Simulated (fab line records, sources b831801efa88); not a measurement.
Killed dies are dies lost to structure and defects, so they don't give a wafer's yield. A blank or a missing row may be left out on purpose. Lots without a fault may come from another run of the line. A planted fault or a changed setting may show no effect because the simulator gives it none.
fab line records | flow sky130
record lots=14 wafers=41 last_day=50
route steps=708 shown METAL1@449 VIA1@461 METAL2@489 PAD_OPEN@708
lots that met no fault: from a run of the same line without faults
start_h: hours from the record's first day to the start of the lot's first wafer shown | wait_h: hours since the lot's step before | " the same as in the row above | L1.1+2: a row that stands for several wafers | - no value, or no start given | * or withheld: withheld | < > ~ a bound
route shown NAME@n: a module of which the file shows steps, and the number in the route of the first | usual: mean/standard deviation of fault-free wafers | same: alike in all rows | chamber/n: place in a boat | sites: the reading at each site | _std_site: their standard deviation | _edge_site: outer sites' mean less inner sites' | radius_mm: how far each site lies from the wafer's centre | mask NAME#n: copy n | behind: the tool/chamber that last shaped the wafer | hold: why the lot was held/for how many hours/how that ended | device: the transistor (n, p or np) that didn't switch | end of line: the same wafers' tests at the end of the route | a step without rows: its recipe alone | killed: dies lost to structure and defects at the first sort, not the wafer's yield | map: a wafer's dies, x killed, . not, _ none there
set.NAME: the setting as run; set.NAME@STEP: as run at that earlier step | model.NAME: the simulator's own value behind a step, which no gauge read
steps of the route over a sample of lots; a table a step, a row a wafer
## steps
# step SKY_METAL1_CD_MEAS_15
# recipe target_cd_nm=140
# usual cd_nm=139.7/1.7
# columns lot.wafer tool chamber start_h wait_h cd_nm
L690.1 cd_sem-01 - 773.24 - 139.9
L690.2 " - " " 138.4
L690.6 " - " " 138.5
L692.1 cd_sem-01 - 784.40 - 140.7
L692.4 " - " " 140.9
L692.6 " - " " 139.4
L694.1 cd_sem-01 - 811.46 - 141.1
L694.3 " - " " 140.6
L694.5 " - " " 140.4
L695.1 cd_sem-01 - 821.94 - 140.9
L695.4 " - " " 139.4
L695.6 " - " " 140.0
L699.2 cd_sem-01 - 851.62 - 137.9
L699.4 " - " " 139.4
L699.6 " - " " 138.3
L698.2 cd_sem-01 - 852.92 - 138.4
L698.4 " - " " 141.3
L698.6 " - " " 139.5
L701.4 cd_sem-01 - 863.46 - 138.8
L701.6 " - " " 139.7
L702.1 cd_sem-01 - 864.09 - 140.0
L702.5 " - " " 140.5
L702.6 " - " " 140.8
L703.1 cd_sem-01 - 868.89 - 140.2
L703.3 " - " " 140.3
L703.4 " - " " 140.3
L704.1 cd_sem-02 - 884.66 - 142.0
L704.2 " - " " 141.7
L704.3 " - " " 140.4
L705.2 cd_sem-02 - 889.68 - 140.3
L705.4 " - " " 140.3
L705.6 " - " " 141.3
L707.4 cd_sem-01 - 902.32 - 138.9
L707.5 " - " " 138.5
L707.6 " - " " 140.3
L708.3 cd_sem-01 - 904.57 - 140.2
L708.4 " - " " 139.8
L708.6 " - " " 138.5
L712.1 cd_sem-01 - 933.51 - 139.7
L712.3 " - " " 140.4
L712.6 " - " " 139.8
# step SKY_VIA1_BOW_MEAS_03
# recipe mode=bow
# usual VIA1_BOW=81/7.9
# columns lot.wafer tool chamber start_h wait_h VIA1_BOW[um]
L690.1 film_metro-04 - 774.67 0.1 74
L690.2 " - " " 75
L690.6 " - " " 82
L692.1 film_metro-04 - 785.99 0.1 93
L692.4 " - " " 88
L692.6 " - " " 91
L694.1 film_metro-03 - 812.88 0.2 90
L694.3 " - " " 70
L694.5 " - " " 81
L695.1 film_metro-01 - 823.35 0.2 84
L695.4 " - " " 72
L695.6 " - " " 78
L699.2 film_metro-03 - 853.03 0.3 69
L699.4 " - " " 72
L699.6 " - " " 77
L698.2 film_metro-01 - 854.33 0.3 83
L698.4 " - " " 78
L698.6 " - " " 79
L701.4 film_metro-01 - 864.88 0.2 91
L701.6 " - " " 85
L702.1 film_metro-04 - 865.72 0.2 74
L702.5 " - " " 96
L702.6 " - " " 81
L703.1 film_metro-01 - 870.33 0.2 85
L703.3 " - " " 84
L703.4 " - " " 100
L704.1 film_metro-03 - 886.07 0.1 94
L704.2 " - " " 81
L704.3 " - " " 69
L705.2 film_metro-03 - 891.09 0.2 82
L705.4 " - " " 70
L705.6 " - " " 87
L707.4 film_metro-04 - 903.77 0.3 96
L707.5 " - " " 89
L707.6 " - " " 79
L708.3 film_metro-04 - 905.98 0.2 85
L708.4 " - " " 77
L708.6 " - " " 87
L712.1 film_metro-04 - 935.00 0.1 77
L712.3 " - " " 81
L712.6 " - " " 81
# step SKY_METAL2_THK_MEAS_06
# recipe thk_meas_gauge=xrf reads=AlCu_of_METAL2_SPUTTER_02
# usual METAL2_ALCU_THK=254/3.3
# columns lot.wafer tool chamber start_h wait_h METAL2_ALCU_THK[nm]
L690.1 film_metro-02 - 803.08 0.1 257
L690.2 " - " " 259
L690.6 " - " " 251
L692.1 film_metro-03 - 814.13 0.1 256
L692.4 " - " " 260
L692.6 " - " " 251
L694.1 film_metro-04 - 840.93 0.1 249
L694.3 " - " " 251
L694.5 " - " " 253
L695.1 film_metro-02 - 851.44 0.1 254
L695.4 " - " " 249
L695.6 " - " " 252
L699.2 film_metro-04 - 880.83 0.1 249
L699.4 " - " " 257
L699.6 " - " " 255
L698.2 film_metro-03 - 882.30 0.1 258
L698.4 " - " " 259
L698.6 " - " " 257
L701.4 film_metro-02 - 891.42 0.1 252
L701.6 " - " " 254
L702.1 film_metro-02 - 893.64 0.1 258
L702.5 " - " " 257
L702.6 " - " " 258
L703.1 film_metro-04 - 897.97 0.1 251
L703.3 " - " " 252
L703.4 " - " " 249
L704.1 film_metro-02 - 913.19 0.1 255
L704.2 " - " " 252
L704.3 " - " " 251
L705.2 film_metro-03 - 920.06 0.1 256
L705.4 " - " " 258
L705.6 " - " " 256
L707.4 film_metro-03 - 928.87 0.1 253
L707.5 " - " " 252
L707.6 " - " " 255
L708.3 film_metro-02 - 930.69 0.1 254
L708.4 " - " " 257
L708.6 " - " " 257
L712.1 film_metro-02 - 960.74 0.1 256
L712.3 " - " " 255
L712.6 " - " " 249
# step SKY_METAL2_SOFTBAKE_11
# recipe temp_c=100 time_s=90 resist=KrF-thick
# usual exhaust_pa=45.0/0.86 plate_temp_C=100.04/0.13 run_length_s=119.42/0.17
# columns lot.wafer tool chamber start_h wait_h exhaust_pa plate_temp_C run_length_s
L690.1 litho_track-01 0 815 - 43.9 100.23 119.80
L690.2 " 0 " " 43.9 99.81 119.66
L690.6 " 0 " " 45.7 99.89 119.75
L692.1 litho_track-01 0 827 - 46.3 100.10 119.44
L692.4 " 0 " " 45.9 100.34 119.61
L692.6 " 0 " " 46.0 100.34 119.50
L694.1 litho_track-03 0 854 - 45.8 100.13 119.23
L694.3 " 0 " " 45.9 99.92 119.23
L694.5 " 0 " " 45.3 99.90 119.39
L695.1 litho_track-03 0 864 - 45.6 99.93 119.37
L695.4 " 0 " " 45.1 99.90 119.43
L695.6 " 0 " " 45.3 99.82 119.36
L699.2 litho_track-03 0 893 - 45.2 99.86 119.43
L699.4 " 0 " " 45.1 99.99 119.35
L699.6 " 0 " " 44.8 99.78 119.66
L698.2 litho_track-02 0 895 - 43.8 100.09 119.23
L698.4 " 0 " " 43.5 100.03 119.29
L698.6 " 0 " " 42.9 100.09 119.29
L701.4 litho_track-01 0 904 - 44.6 100.04 119.40
L701.6 " 0 " " 43.9 99.94 119.52
L702.1 litho_track-01 0 906 - 43.7 99.95 119.52
L702.5 " 0 " " 44.1 100.06 119.54
L702.6 " 0 " " 43.6 100.10 119.53
L703.1 litho_track-01 0 910 - 44.0 100.20 119.70
L703.3 " 0 " " 45.6 99.93 119.73
L703.4 " 0 " " 47.0 99.92 119.52
L704.1 litho_track-01 0 925 - 44.1 100.19 119.53
L704.2 " 0 " " 44.7 100.04 119.57
L704.3 " 0 " " 44.5 100.13 119.49
L705.2 litho_track-01 0 931 - 44.7 99.99 146.04
L705.4 " 0 " " 44.8 99.94 145.88
L705.6 " 0 " " 45.2 100.01 146.13
L707.4 litho_track-01 0 942 - 45.3 100.25 145.98
L707.5 " 0 " " 44.2 99.98 146.14
L707.6 " 0 " " 45.4 100.16 146.08
L708.3 litho_track-02 0 943 - 45.8 99.97 119.15
L708.4 " 0 944 - 45.0 99.93 119.29
L708.6 " 0 " " 44.8 100.07 119.26
L712.1 litho_track-02 0 972 - 44.9 99.97 119.22
L712.3 " 0 " " 44.6 99.82 119.24
L712.6 " 0 " " 43.2 100.11 119.23
# step SKY_PAD_OPEN_PROBE_99
# usual defect_limited_yield=82.6/1.8 killed_at_M0_to_M3=43/6.3 killed_at_M4_up=3.0/1.6 killed_at_contacts=25/5 killed_at_front_end=15/4.4 killed_at_other=0.3/0.8 killed_dies=85/8.7 killed_on_rim=17/3.7 killed_open=47/6.9 killed_short=38/6.3 sort_bin_3_pad_short=0.9/0.39 sort_bin_5_function=10.3/1.3 sort_bin_6_memory=6.2/1.1 sort_n_pass=407/8.8 sort_yield_pct=82.6/1.8
# same gross_dies=492 killed_at_back_side=0 sort_bin_4_leakage[%]=0 sort_bin_8_speed[%]=0
# columns lot.wafer tool chamber start_h wait_h defect_limited_yield[%] killed_at_M0_to_M3 killed_at_M4_up killed_at_contacts killed_at_front_end killed_at_other killed_dies killed_on_rim killed_open killed_short sort_bin_3_pad_short[%] sort_bin_5_function[%] sort_bin_6_memory[%] sort_n_pass sort_yield_pct[%]
L690.1 prober-02 - 1083.54 0.1 79.3 45 3 34 20 0 102 24 54 48 0.8 13.0 6.9 390 79.3
L690.2 prober-02 - 1083.59 0.1 81.3 46 5 24 17 0 92 22 45 47 1.2 11.2 6.3 400 81.3
L690.6 prober-02 - 1083.79 0.2 84.1 40 3 19 16 0 78 19 32 46 1.0 9.6 5.3 414 84.1
L694.1 prober-02 - 1113.78 0.1 80.3 51 2 31 12 1 97 19 62 35 1.4 10.6 7.7 395 80.3
L694.3 prober-02 - 1113.88 0.2 82.5 38 4 27 16 1 86 21 49 37 1.8 11.0 4.7 406 82.5
L694.5 prober-02 - 1113.98 0.2 82.5 41 3 34 8 0 86 21 46 40 1.0 9.3 7.1 406 82.5
L701.4 prober-01 - 1153.52 0.2 81.5 42 4 26 18 1 91 13 53 38 1.2 9.1 8.1 401 81.5
L701.6 prober-01 - 1153.62 0.2 85.2 37 0 18 18 0 73 15 42 31 0.2 8.7 5.9 419 85.2
L702.1 prober-02 - 1154.09 0.1 81.3 55 4 19 14 0 92 22 46 46 1.0 11.8 5.9 400 81.3
L702.5 prober-02 - 1154.29 0.2 82.7 43 0 27 15 0 85 14 45 40 1.0 10.4 5.9 407 82.7
L702.6 prober-02 - 1154.34 0.2 81.7 49 1 22 18 0 90 23 51 39 1.6 12.8 3.9 402 81.7
L705.2 prober-01 - 1171.86 0.1 83.9 37 4 29 9 0 79 17 51 28 0.4 9.8 5.9 413 83.9
L705.4 prober-01 - 1171.96 0.2 83.9 48 1 22 8 0 79 12 48 31 0.6 10.2 5.3 413 83.9
L705.6 prober-01 - 1172.06 0.2 80.9 43 2 33 16 0 94 17 54 40 1.2 10.4 7.5 398 80.9
L708.3 prober-02 - 1179.13 0.2 83.3 39 4 21 17 1 82 14 42 40 1.0 10.6 5.1 410 83.3
L708.4 prober-02 - 1179.18 0.2 81.1 43 4 29 16 1 93 21 39 54 1.0 11.4 6.5 399 81.1
L708.6 prober-02 - 1179.28 0.2 81.5 56 3 21 11 0 91 19 39 52 1.2 11.0 6.3 401 81.5
# killed by level:class
L690.1 VIA1:geometric_particle:open=12 LI_CONTACT:geometric_particle:open=10 CONTACT:geometric_particle:open=9 METAL1:geometric_particle:short=7 CONTACT:geometric_particle:short=6 FIELD_ISO:geometric_particle:short=5 FIELD_ISO:geometric_particle:open=5 METAL2:geometric_particle:short=5
L690.2 VIA1:geometric_particle:open=12 LI_CONTACT:geometric_particle:open=8 CONTACT:geometric_particle:short=8 VIA2:geometric_particle:open=7 METAL1:geometric_particle:short=6 METAL2:geometric_particle:short=5 FIELD_ISO:geometric_particle:short=4 POLY_GATE:geometric_particle:open=4
L690.6 VIA1:geometric_particle:short=9 POLY_GATE:geometric_particle:short=7 CONTACT:geometric_particle:open=7 FIELD_ISO:geometric_particle:open=6 VIA2:geometric_particle:open=6 VIA2:geometric_particle:short=6 VIA1:geometric_particle:open=5 LI_CONTACT:geometric_particle:short=4
L694.1 CONTACT:geometric_particle:open=15 VIA1:geometric_particle:open=13 LI_CONTACT:geometric_particle:open=9 METAL2:geometric_particle:short=7 VIA2:geometric_particle:open=6 METAL1:geometric_particle:open=5 METAL1:geometric_particle:short=5 FIELD_ISO:geometric_particle:short=4
L694.3 VIA1:geometric_particle:open=11 CONTACT:geometric_particle:open=9 VIA3:geometric_particle:open=8 LI_CONTACT:geometric_particle:open=6 FIELD_ISO:geometric_particle:short=5 VIA2:geometric_particle:open=5 LOCAL_INTERCONNECT:geometric_particle:short=5 CONTACT:geometric_particle:short=5
L694.5 CONTACT:geometric_particle:open=13 VIA1:geometric_particle:open=11 VIA1:geometric_particle:short=7 METAL1:geometric_particle:short=7 VIA3:geometric_particle:open=7 LI_CONTACT:geometric_particle:short=6 CONTACT:geometric_particle:short=6 LI_CONTACT:geometric_particle:open=5
L701.4 CONTACT:geometric_particle:open=10 VIA3:geometric_particle:open=10 VIA1:geometric_particle:open=9 VIA2:geometric_particle:open=6 FIELD_ISO:geometric_particle:short=5 CONTACT:geometric_particle:short=5 LI_CONTACT:geometric_particle:open=4 FIELD_ISO:geometric_particle:open=4
L701.6 VIA1:geometric_particle:open=11 FIELD_ISO:geometric_particle:open=7 METAL2:geometric_particle:short=7 CONTACT:geometric_particle:open=6 CONTACT:geometric_particle:short=5 VIA2:geometric_particle:open=5 LI_CONTACT:geometric_particle:open=4 POLY_GATE:geometric_particle:short=4
L702.1 VIA1:geometric_particle:open=12 METAL1:geometric_particle:short=9 CONTACT:geometric_particle:open=7 VIA3:geometric_particle:open=6 VIA3:geometric_particle:short=6 LI_CONTACT:geometric_particle:open=4 VIA1:geometric_particle:short=4 VIA2:geometric_particle:short=4
L702.5 VIA1:geometric_particle:open=11 CONTACT:geometric_particle:open=8 LOCAL_INTERCONNECT:geometric_particle:short=7 VIA3:geometric_particle:open=6 POLY_GATE:geometric_particle:open=5 METAL2:geometric_particle:short=5 METAL1:geometric_particle:short=4 LI_CONTACT:geometric_particle:open=4
L702.6 VIA2:geometric_particle:open=14 VIA1:geometric_particle:open=10 CONTACT:geometric_particle:open=9 VIA1:geometric_particle:short=8 CONTACT:geometric_particle:short=7 FIELD_ISO:geometric_particle:short=6 FIELD_ISO:geometric_particle:open=5 POLY_GATE:geometric_particle:open=4
L705.2 CONTACT:geometric_particle:open=12 LI_CONTACT:geometric_particle:open=9 VIA1:geometric_particle:open=7 METAL2:geometric_particle:short=5 VIA2:geometric_particle:open=5 VIA3:geometric_particle:open=4 LOCAL_INTERCONNECT:geometric_particle:short=3 CONTACT:geometric_particle:short=3
L705.4 VIA1:geometric_particle:open=13 VIA2:geometric_particle:open=9 LI_CONTACT:geometric_particle:short=6 LI_CONTACT:geometric_particle:open=5 CONTACT:geometric_particle:short=5 VIA3:geometric_particle:open=5 FIELD_ISO:geometric_particle:open=4 VIA1:geometric_particle:short=4
L705.6 CONTACT:geometric_particle:open=15 VIA1:geometric_particle:open=9 METAL2:geometric_particle:short=6 POLY_GATE:geometric_particle:open=5 LI_CONTACT:geometric_particle:open=5 VIA2:geometric_particle:open=5 VIA3:geometric_particle:short=5 FIELD_ISO:geometric_particle:open=4
L708.3 VIA1:geometric_particle:open=12 CONTACT:geometric_particle:open=7 VIA1:geometric_particle:short=7 CONTACT:geometric_particle:short=6 FIELD_ISO:geometric_particle:open=5 POLY_GATE:geometric_particle:open=5 VIA3:geometric_particle:open=4 METAL4:geometric_particle:short=4
L708.4 CONTACT:geometric_particle:open=11 VIA1:geometric_particle:short=11 VIA1:geometric_particle:open=9 CONTACT:geometric_particle:short=8 METAL1:geometric_particle:short=7 LOCAL_INTERCONNECT:geometric_particle:short=5 SPACER:geometric_particle:open=4 VIA3:geometric_particle:open=4
L708.6 VIA1:geometric_particle:open=13 CONTACT:geometric_particle:open=9 METAL1:geometric_particle:short=9 LOCAL_INTERCONNECT:geometric_particle:short=7 VIA1:geometric_particle:short=7 VIA3:geometric_particle:short=7 FIELD_ISO:geometric_particle:short=5 VIA3:geometric_particle:open=5
## key
first_sign step=SKY_METAL2_SOFTBAKE_11 reading=run_length_s direction=up sigmas=99+ usual=* struck=*
effect none on later readings
met_at SKY_METAL2_SOFTBAKE_11
struck_lots L705,L707
rows_end L707.4,L707.5,L707.6
not_acting_at SKY_METAL1_CD_MEAS_15,SKY_VIA1_BOW_MEAS_03,SKY_METAL2_THK_MEAS_06
onset_between 925 931
fault kind=process_parameter_drift tool=litho_track-01 chamber=- onset_h=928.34 steps=SKY_METAL2_SOFTBAKE_11 channel=time_s offset=* shape=step acts_in=* stated=*
# rows_end: these wafers met a further fault down the route, and their rows from its step on are left out
